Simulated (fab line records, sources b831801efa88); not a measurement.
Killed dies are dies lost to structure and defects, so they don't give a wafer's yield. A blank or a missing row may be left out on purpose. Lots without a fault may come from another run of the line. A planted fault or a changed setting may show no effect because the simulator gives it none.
Problem report in the 8D (eight disciplines) form, filled by code | flow sfq_line | the parts of the form that need people (team, actions taken, sign-off) are left out

1. THE PROBLEM
time_to_endpoint_s at SFQ_TRILAYER_I1_CMP_CMP_046 reads a mean of 284 s on 3 wafers of 3 lots; wafers without a fault read 213 s with a standard deviation of 8.6. That is +8.3 standard deviations from the usual mean.
The step: polishes SiO2.
First seen on wafer L459.2, day 27 06:09, on cmp-01. The record holds 43 wafers of 15 lots with a number at this step. Rule for "out", or "out of limits": more than 4 standard deviations from the usual mean. The other wafers with a number count as sound.

2. WHAT IT IS AND WHAT IT IS NOT
question                    | is                     | is not
which readings at this step | time_to_endpoint_s     | head_pressure_psi, motor_current_A, slurry_flow_ml_min
which lots                  | L459, L461, L462       | L450, L451, L452, L454, L455, L457, L458, L460, L469, L471, L472, L473
which wafers of those lots  | L459.2, L461.3, L462.3 | L459.1, L459.6, L461.1, L462.1
read on which tools         | cmp-01                 | cmp-02
when                        | from day 27 06:09      | up to then (23 sound wafers); but 17 sound wafers of L460, L461, L462, L469, L471, L472, L473 came after

3. SUSPECTS, AND WHAT RULES EACH OUT
Counting: a tool at a process step up to the reading stays a suspect if it ran every lot that is out. Sound lots after the first of them don't rule it out here, since some wafers of a struck lot are sound.
- cmp-01 at SFQ_TRILAYER_I1_CMP_CMP_046 (polishes SiO2): kept. It ran every lot that is out, first L459 (day 27 05:09); its last sound lot up to then is L458 (day 26 20:38). Its own readings are out on those wafers: time_to_endpoint_s.
Left after counting: cmp-01 at SFQ_TRILAYER_I1_CMP_CMP_046.

4. THE CAUSE (what the simulator had put in)
Process parameter drift: cmp-01, from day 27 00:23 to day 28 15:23, at SFQ_TRILAYER_I1_CMP_CMP_046. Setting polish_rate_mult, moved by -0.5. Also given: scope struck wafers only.
Counting left only this tool.

5. THE CHAIN OF EFFECTS, in route order
Each row: a reading whose mean over the struck wafers that have a number lies more than 3 standard deviations from the usual. Only readings for which the record gives a usual standard deviation are gone through. hours: the time from each lot's start at the first step in this table that gives one to its start at this step, as a median over the lots. sigmas: the change in usual standard deviations.
hours | step                                  | reading            | usual      | on struck wafers | change | sigmas
0     | SFQ_TRILAYER_I1_CMP_CMP_046           | time_to_endpoint_s | 213 s      | 284              | +71    | +8.3
8     | SFQ_TRILAYER_I1_METRO_MEASURE_047     | thk_nm             | 199.7 nm   | 308.1            | +108.4 | +90
17    | SFQ_TRILAYER_I1_VIA_ETCH_VIA_ETCH_052 | oes_product_au     | 0.854 a.u. | 1.007            | +0.153 | +28
The process steps in it:
- SFQ_TRILAYER_I1_CMP_CMP_046: polishes SiO2.
- SFQ_TRILAYER_I1_METRO_MEASURE_047
- SFQ_TRILAYER_I1_VIA_ETCH_VIA_ETCH_052: etches SiO2 in CHF3, stops on Nb, target depth 260 nm.
Later measuring or inspecting steps at which every struck wafer that the step has a row for has a number for every such reading, and none has moved that far: SFQ_I1_BOW_MEAS_912.

6. WHAT WOULD HAVE CAUGHT IT SOONER
In this record the first reading out of limits was taken at day 27 06:09, 6 hours after the fault began at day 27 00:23.
